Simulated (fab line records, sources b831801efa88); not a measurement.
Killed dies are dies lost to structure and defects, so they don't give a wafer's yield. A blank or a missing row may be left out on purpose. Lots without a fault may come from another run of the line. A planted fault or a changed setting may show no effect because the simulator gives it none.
fab line records | flow sky130
record lots=6 wafers=18 last_day=50
route steps=708 shown VIA2@509
lots that met no fault: from a run of the same line without faults
start_h: hours from the record's first day to the start of the lot's first wafer shown | wait_h: hours since the lot's step before | " the same as in the row above | L1.1+2: a row that stands for several wafers | - no value, or no start given | * or withheld: withheld | < > ~ a bound
route shown NAME@n: a module of which the file shows steps, and the number in the route of the first | usual: mean/standard deviation of fault-free wafers | same: alike in all rows | chamber/n: place in a boat | sites: the reading at each site | _std_site: their standard deviation | _edge_site: outer sites' mean less inner sites' | radius_mm: how far each site lies from the wafer's centre | mask NAME#n: copy n | behind: the tool/chamber that last shaped the wafer | hold: why the lot was held/for how many hours/how that ended | device: the transistor (n, p or np) that didn't switch | end of line: the same wafers' tests at the end of the route | a step without rows: its recipe alone | killed: dies lost to structure and defects at the first sort, not the wafer's yield | map: a wafer's dies, x killed, . not, _ none there
set.NAME: the setting as run; set.NAME@STEP: as run at that earlier step | model.NAME: the simulator's own value behind a step, which no gauge read
lots at some steps of the route; a table a step, a row a wafer
services: from which hour (start_h, from the record's first day; less than 0 if before it) a tool's chamber was out of use, for how many hours, and why
## steps
# step SKY_VIA2_CMP_02
# recipe material=SiO2 down_force_psi=4 platen_rpm=60 pad_velocity_m_s=0.94248
# usual motor_current_A=12.0/1.6 slurry_flow_ml_min=150.0/0.42
# columns lot.wafer tool chamber start_h wait_h motor_current_A slurry_flow_ml_min
L934.4 cmp-02 3 883.16 0.2 12.6 149.7
L934.1 " 0 " " 12.4 149.8
L934.2 " 2 " " 11.7 149.8
L935.2 cmp-01 0 889.25 0.0 10.2 150.3
L935.3 " 2 " " 12.3 149.7
L935.5 " 0 " " 10.3 149.8
L936.1 cmp-01 0 895.83 0.1 10.3 151.2
L936.2 " 1 " " 15.2 149.3
L936.3 " 2 " " 11.9 150.0
L939.3 cmp-01 2 917.57 0.1 11.8 149.7
L939.4 " 3 " " 12.3 148.9
L939.5 " 1 " " 14.4 150.3
L947.3 cmp-01 0 970.68 0.0 10.2 150.8
L947.4 " 1 " " 14.7 150.1
L947.1 " 2 " " 12.4 149.8
L949.1 cmp-01 2 986.76 0.1 12.4 150.0
L949.4 " 0 " " 10.4 150.3
L949.5 " 1 " " 15.0 149.6
# step SKY_VIA2_BOW_MEAS_03
# recipe mode=bow
# usual VIA2_BOW=85/7.6
# columns lot.wafer tool chamber start_h wait_h VIA2_BOW[um]
L934.1 film_metro-03 - 883.46 0.2 80
L934.2 " - " " 88
L934.4 " - " " 83
L935.2 film_metro-02 - 889.57 0.3 80
L935.3 " - " " 86
L935.5 " - " " 83
L936.1 film_metro-02 - 896.13 0.2 79
L936.2 " - " " 94
L936.3 " - " " 82
L939.3 film_metro-02 - 917.86 0.2 78
L939.4 " - " " 81
L939.5 " - " " 84
L947.1 film_metro-02 - 970.98 0.1 87
L947.3 " - " " 96
L947.4 " - " " 94
L949.1 film_metro-02 - 987.01 0.2 78
L949.4 " - " " 92
L949.5 " - " " 83
# step SKY_VIA2_DEHYDRATE_04
# recipe temp_c=200 time_s=60
# step SKY_VIA2_HMDS_05
# recipe prime_time_s=60 prime_temp_c=120
# step SKY_VIA2_COAT_06
# recipe resist=BARC temp_c=withheld time_s=withheld spin_rpm=3000 resist_thk_nm=60
# step SKY_VIA2_COAT_07
# recipe resist=KrF-thick spin_rpm=3000 resist_thk_nm=450
# step SKY_VIA2_SOFTBAKE_08
# recipe temp_c=100 time_s=90 resist=KrF-thick
# step SKY_VIA2_EXPOSE_09
# recipe mask_id=VIM2 na=0.8 source_shape=annular sigma_inner=0.55 sigma_outer=0.85 target_cd_nm=200 dose_mj=38
# step SKY_VIA2_PEB_10
# recipe peb_temp_c=withheld peb_time_s=withheld resist=KrF-thick
# step SKY_VIA2_DEVELOP_11
# recipe develop_time_s=60 resist=KrF-thick dev_temp_c=21
# step SKY_VIA2_CD_MEAS_12
# recipe target_cd_nm=200
# usual cd_nm=200.2/1.5
# columns lot.wafer tool chamber start_h wait_h cd_nm
L934.1 cd_sem-02 - 908.87 - 199.1
L934.2 " - " " 199.1
L934.4 " - " " 199.9
L935.2 cd_sem-01 - 914.14 - 201.7
L935.3 " - " " 200.8
L935.5 " - " " 203.5
L936.1 cd_sem-02 - 920.97 - 201.1
L936.2 " - " " 202.4
L936.3 " - " " 201.1
L939.3 cd_sem-01 - 942.31 - 200.2
L939.4 " - " " 200.1
L939.5 " - " " 199.1
L947.1 cd_sem-01 - 993.92 - 199.7
L947.3 " - " " 201.0
L947.4 " - " " 201.4
L949.1 cd_sem-02 - 1009.18 - 197.6
L949.4 " - " " 197.1
L949.5 " - " " 198.6
# step SKY_VIA2_OVL_MEAS_13
# usual VIA2_OVL=4/6.4
# columns lot.wafer tool chamber start_h wait_h VIA2_OVL[nm]
L934.1 overlay-02 - 908.99 0.1 -3
L934.2 " - " " 7
L934.4 " - " " 8
L935.2 overlay-01 - 914.25 0.1 9
L935.3 " - " " 19
L935.5 " - " " 13
L936.1 overlay-02 - 921.09 0.1 2
L936.2 " - " " -3
L936.3 " - " " 1
L939.3 overlay-01 - 942.41 0.1 0
L939.4 " - " " 8
L939.5 " - " " -5
L947.1 overlay-02 - 994.04 0.1 1
L947.3 " - " " 4
L947.4 " - " " 13
L949.1 overlay-01 - 1009.30 0.1 4
L949.4 " - " " 13
L949.5 " - " " 15
# step SKY_VIA2_ETCH_14
# recipe chemistry=N2/H2 target=BARC ion_energy_ev=200 source_w=500 bias_w=100 pressure_mtorr=30 n2_flow_sccm=100 h2_flow_sccm=200 stop_on=SiO2 time_s=45.9 target_depth_a=600
# usual drypump_motor_current_A=5.8/0.48 h2_flow_sccm=200.0/0.51 oes_product_au=0.855/0.0045 run_length_s=74.3/0.56 throttle_valve_pct=13.224/0.01
# columns lot.wafer tool chamber start_h wait_h drypump_motor_current_A h2_flow_sccm oes_product_au rf_hours_counter_h run_length_s throttle_valve_pct model.KrF-thick_of_VIA2_COAT_07.thk_nm model.etch.depth_nm model.VIA2.cd_nm
L934.1 rie_diel-01 1 909.03 0.0 6.2 199.7 0.857 26 73.8 13.223 395.1 59.98 198.3
L934.2 " 0 " " 6.2 200.2 0.856 26 75.1 13.223 394 59.98 200.5
L934.4 " 3 " " 6.1 199.3 0.857 15 74.1 13.233 394.3 60.06 199.5
L935.2 rie_diel-04 2 914.28 0.0 5.9 200.8 0.854 1 74.6 13.229 389.5 59.77 201.5
L935.3 " 3 " " 6.4 200.1 0.857 8 73.6 13.207 393.5 59.7 201.1
L935.5 " 3 " " 6.4 199.6 0.860 - 73.7 13.230 391.5 59.87 203.6
L936.1 rie_diel-01 0 921.12 0.0 6.2 199.7 1.004 27 57.0 13.250 409.8 49.1 198.2
L936.2 " 2 " " 4.8 199.2 0.993 20 57.8 13.243 409.4 48.71 199.8
L936.3 " 1 " " 6.2 200.9 1.011 27 56.6 13.261 409.1 49.31 197.3
L939.3 rie_diel-01 1 942.43 0.0 6.2 200.1 0.996 27 56.4 13.223 408.7 48.85 196.8
L939.4 " 0 " " 6.2 200.0 1.009 27 57.2 13.237 409.1 49.13 197.9
L939.5 " 3 " " 6.1 200.6 0.987 - 56.5 13.229 408.8 47.75 196.2
L947.1 rie_diel-03 0 994.08 0.0 6.2 200.3 0.853 17 73.8 13.219 391.3 60 198.9
L947.3 " 1 " " 5.8 199.8 0.850 17 75.4 13.239 391.5 60.01 201.3
L947.4 " 0 " " 6.2 199.8 0.847 - 74.0 13.211 395 59.75 200
L949.1 rie_diel-03 3 1009.34 0.0 5.7 200.3 0.856 16 74.0 13.239 392.1 59.92 196.4
L949.4 " 1 " " 5.9 200.5 0.856 - 75.0 13.233 391.8 59.87 197.4
L949.5 " 0 " " 6.1 200.7 0.845 - 73.7 13.213 392 59.77 198.9
# step SKY_VIA2_ETCH_15
# recipe target=SiO2 chemistry=C4F8/O2/Ar target_depth_nm=546 stop_on=TiN mask_material=KrF-thick source_w=1500 bias_w=1200 pressure_mtorr=40 c4f8_flow_sccm=withheld O2_flow_sccm=6 Ar_flow_sccm=300 time_s=84
# usual oes_product_au=0.940/0.005 run_length_s=112.4/0.53
# columns lot.wafer tool chamber start_h wait_h oes_product_au rf_hours_counter_h run_length_s model.KrF-thick_of_VIA2_COAT_07.thk_nm
L934.1 rie_diel-01 1 909.07 0.0 0.936 26 111.8 284.5
L934.2 " 0 " " 0.935 26 112.8 283.6
L934.4 " 3 " " 0.944 15 112.2 286
L935.2 rie_diel-04 2 914.32 0.0 0.945 1 112.7 277.7
L935.3 " 3 " " 0.945 8 112.1 287
L935.5 " 3 " " 0.945 - 112.0 285.2
L936.1 rie_diel-01 0 921.16 0.0 0.443 27 112.6 300.9
L936.2 " 2 " " 0.438 20 112.6 301.9
L936.3 " 1 " " 0.460 27 112.0 299.2
L939.3 rie_diel-01 1 942.47 0.0 0.441 27 111.8 297.5
L939.4 " 0 " " 0.458 27 112.7 299.1
L939.5 " 3 " " 0.403 - 111.7 302
L947.1 rie_diel-03 0 994.12 0.0 0.946 17 111.8 282.5
L947.3 " 1 " " 0.948 17 113.3 282.3
L947.4 " 0 " " 0.944 - 111.9 284
L949.1 rie_diel-03 3 1009.38 0.0 0.934 17 112.0 282.6
L949.4 " 1 " " 0.939 - 113.0 281.1
L949.5 " 0 " " 0.938 - 111.8 281.5
# step SKY_VIA2_STRIP_16
# recipe chemistry=O2/N2 power_w=1400 pressure_mtorr=1500 platen_temp_c=withheld o2_flow_sccm=3000 n2_flow_sccm=300 overash_fraction=0.5
# usual drypump_motor_current_A=5.6/0.36 oes_product_au=0.399/0.0047 strip_time_to_endpoint_s=4.052/0.026
# columns lot.wafer tool chamber start_h wait_h drypump_motor_current_A oes_product_au rf_hours_counter_h strip_time_to_endpoint_s
L934.1 plasma_asher-01 0 909.14 0.0 5.4 0.401 111 4.056
L934.2 " 1 " " 6.2 0.398 111 4.045
L934.4 " 1 " " 6.3 0.400 - 4.071
L935.2 plasma_asher-01 0 914.39 0.0 5.4 0.396 112 3.982
L935.3 " 1 " " 6.2 0.401 - 4.091
L935.5 " 1 " " 6.2 0.396 - 4.064
L936.1 plasma_asher-02 1 921.23 0.0 5.4 0.409 47 4.234
L936.2 " 0 " " 5.3 0.415 47 4.240
L936.3 " 1 " " 5.4 0.421 - 4.224
L939.3 plasma_asher-03 1 942.57 0.1 5.2 0.406 - 4.199
L939.4 " 0 " " 5.8 0.402 - 4.204
L939.5 " 1 " " 5.3 0.406 - 4.233
L947.1 plasma_asher-03 0 994.19 0.0 5.9 0.399 81 4.053
L947.3 " 0 " " 5.9 0.393 - 4.028
L947.4 " 1 " " 5.3 0.402 - 4.050
L949.1 plasma_asher-03 1 1009.45 0.0 5.3 0.396 83 4.051
L949.4 " 0 " " 5.9 0.405 - 4.025
L949.5 " 1 " " 5.3 0.399 - 4.027
# step SKY_VIA2_STRIP_17
# recipe chemistry=post_etch_residue_remover time_s=1200 temp_c=72.5
## services
# columns tool chamber start_h hours kind
rie_diel-04 1 861.82 5.2 repair
rie_diel-03 1 862.36 25.6 repair
plasma_asher-01 - 869.31 4.2 repair
plasma_asher-03 - 877.48 1.0 repair
rie_diel-04 0 880.77 4.7 repair
rie_diel-03 - 881.04 0.2 repair
rie_diel-04 3 898.14 1.9 repair
plasma_asher-03 - 907.12 14.6 pm
rie_diel-03 3 907.79 4.5 repair
cmp-01 - 912.11 4.0 pm
plasma_asher-01 - 917.81 11.4 repair
plasma_asher-03 - 922.11 4.3 repair
rie_diel-03 0 923.08 4.2 repair
plasma_asher-02 - 931.53 2.7 repair
plasma_asher-02 - 935.02 3.1 repair
cmp-02 - 936.03 0.7 repair
plasma_asher-03 - 950.70 0.7 repair
rie_diel-04 0 956.46 6.5 repair
plasma_asher-01 - 961.07 1.9 repair
rie_diel-04 2 961.79 48.2 repair
rie_diel-01 3 966.64 46.5 repair
rie_diel-04 1 975.80 12.0 repair
rie_diel-03 2 976.40 111.1 repair
rie_diel-01 - 993.07 14.6 pm
## key
first_sign step=SKY_VIA2_ETCH_14 reading=oes_product_au direction=up sigmas=32 usual=0.855 struck=1.000
effect step=SKY_VIA2_ETCH_14 reading=run_length_s direction=down sigmas=31 usual=* struck=*
effect step=SKY_VIA2_ETCH_15 reading=oes_product_au direction=down sigmas=99+ usual=0.940 struck=0.440
effect step=SKY_VIA2_STRIP_16 reading=strip_time_to_endpoint_s direction=up sigmas=6.6 usual=* struck=*
model_effect step=SKY_VIA2_ETCH_14 value=KrF-thick_of_VIA2_COAT_07.thk_nm without=392.9 struck=409.1
model_effect step=SKY_VIA2_ETCH_15 value=KrF-thick_of_VIA2_COAT_07.thk_nm without=283.8 struck=300.1
met_at SKY_VIA2_ETCH_14
struck_wafers L936.1,L936.2,L936.3,L939.3,L939.4,L939.5
later_rows_left_out L936.1,L936.2,L936.3,L939.3,L939.4,L939.5
sort_left_out L936.1,L936.2,L936.3,L939.3,L939.4,L939.5
onset_between 909.03 921.12
fault kind=process_parameter_drift tool=rie_diel-01 chamber=- onset_h=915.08 steps=SKY_VIA2_ETCH_14 channel=time_s offset=* shape=step end_h=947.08 acts_in=* stated=*
# sort_left_out: the simulated sort isn't trusted on such a fault, so these wafers' sort isn't shown, and their yield isn't known
# later_rows_left_out: the simulator's readings of these wafers behind a module that went badly wrong aren't trusted and aren't shown, but for the sort
